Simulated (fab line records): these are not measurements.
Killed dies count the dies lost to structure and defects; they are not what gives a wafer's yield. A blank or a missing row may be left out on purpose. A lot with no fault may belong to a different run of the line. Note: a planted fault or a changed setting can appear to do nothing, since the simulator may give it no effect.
A lot that was struck, set against a sound lot || flow sfq_line || 13 out of 325 route steps
Sound: the wafers L884.1, L884.2, L884.4. Struck: wafer L893.3 (left out: L893.2, L893.4 of the same lot, which were not struck); the cause appears at the end.
Per side, at each step with rows, come the tool, then ch with its chambers, and then its first start. Under that, the readings that differ: sound wafers || struck wafers || difference of the means || sigmas: that difference in standard deviations of wafers without a fault.
alike: readings with means less than 2 such deviations apart, plus words and numbers identical on both sides. not compared: withheld readings, readings lacking a value on some wafer, bounds such as >300 that could conceal the same value, and numbers that have no deviation in the record and whose values overlap.
The two part at a step that has a row with sigmas, a row that says differs or no value, or rows on one side only. When numbers do not overlap yet have no deviation, they are printed without sigmas and do not part them. A reading that every wafer of one side lacks parts them only if that side has two wafers or more.

first, 6 steps without rows for these wafers: SFQ_TRILAYER_M4_LITHO_COAT_098 (resist thk 62 nm); SFQ_TRILAYER_M4_LITHO_COAT_093 (resist thk 600 nm); SFQ_TRILAYER_M4_LITHO_SOFTBAKE_097; SFQ_TRILAYER_M4_LITHO_EXPOSE_094 (exposes mask M4, target cd 500 nm); SFQ_TRILAYER_M4_LITHO_PEB_096 (peb time 60 s); SFQ_TRILAYER_M4_LITHO_DEVELOP_095 (time 60 s).
SFQ_M4_OVL_MEAS_926:
  struck on overlay-01, day 53 17:18; sound on overlay-02, day 49 09:02
  alike: M4_OVL
SFQ_TRILAYER_M4_BARC_OPEN_METAL_ETCH_123: etches BARC in O2, target depth 125 nm, time 41.7 s.
  sound on rie_metal-02 ch 0,1, day 49 09:04; struck on rie_metal-02 ch 0, day 53 17:20
  alike: drypump_motor_current_A, oes_product_au
  not compared: rf_hours_counter_h
SFQ_TRILAYER_M4_ETCH_METAL_ETCH_096: etches Nb in Cl2/Ar, stops on SiO2, target depth 240 nm, time 120 s.
  sound on rie_metal-02 ch 0,1, day 49 09:08; struck on rie_metal-02 ch 0, day 53 17:25
  alike: drypump_motor_current_A, oes_product_au
  not compared: rf_hours_counter_h
SFQ_TRILAYER_M4_STRIP_STRIP_097: strips in O2.
  sound on rie_metal-02 ch 0,1, day 49 09:15; struck on rie_metal-02 ch 0, day 53 17:35
  alike: drypump_motor_current_A, oes_product_au
  not compared: rf_hours_counter_h
then, 1 step without rows for these wafers: SFQ_TRILAYER_M4_STRIP_SOLV_CLEAN_098 (cleans in NMP, time 600 s).
SFQ_TRILAYER_I4_DEP_PECVD_099: deposits SiO2 from SiH4/N2O, time 111.11 s, target thk 500 nm.
  sound on pecvd-01 ch 0,1,2, day 49 10:02; struck on pecvd-01 ch 1, day 53 18:33
{"reading": "heater_power_w (W)", "sound": "67 121 67", "struck": 122, "difference": "+37", "sigmas": "+2"}
{"reading": "rf_fwd_power_W (W)", "sound": "182.1 182.0 182.5", "struck": 152.5, "difference": -29.7, "sigmas": -44}
{"reading": "model.SiO2_of_TRILAYER_I4_DEP_PECVD_099.thk_nm (nm)", "sound": "493.3 486.6 496.4", "struck": 466.9, "difference": -25.2, "sigmas": ""}
  alike: susceptor_temp_C, throttle_valve_pct
SFQ_TRILAYER_I4_CMP_CMP_100: polishes SiO2.
  sound on cmp-01 ch 0,2,3, day 49 10:37; struck on cmp-01 ch 0, day 53 19:25
  alike: head_pressure_psi, motor_current_A, slurry_filter_dp_kPa

## WHERE THEY PART
Only at SFQ_TRILAYER_I4_DEP_PECVD_099, as far as this record shows. Later steps at which nothing parts them and some readings are alike: SFQ_TRILAYER_I4_CMP_CMP_100.

WHY: the cause the simulator had injected
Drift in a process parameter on pecvd-01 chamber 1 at SFQ_TRILAYER_I4_DEP_PECVD_099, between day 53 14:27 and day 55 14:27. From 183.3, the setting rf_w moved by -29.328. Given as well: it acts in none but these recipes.
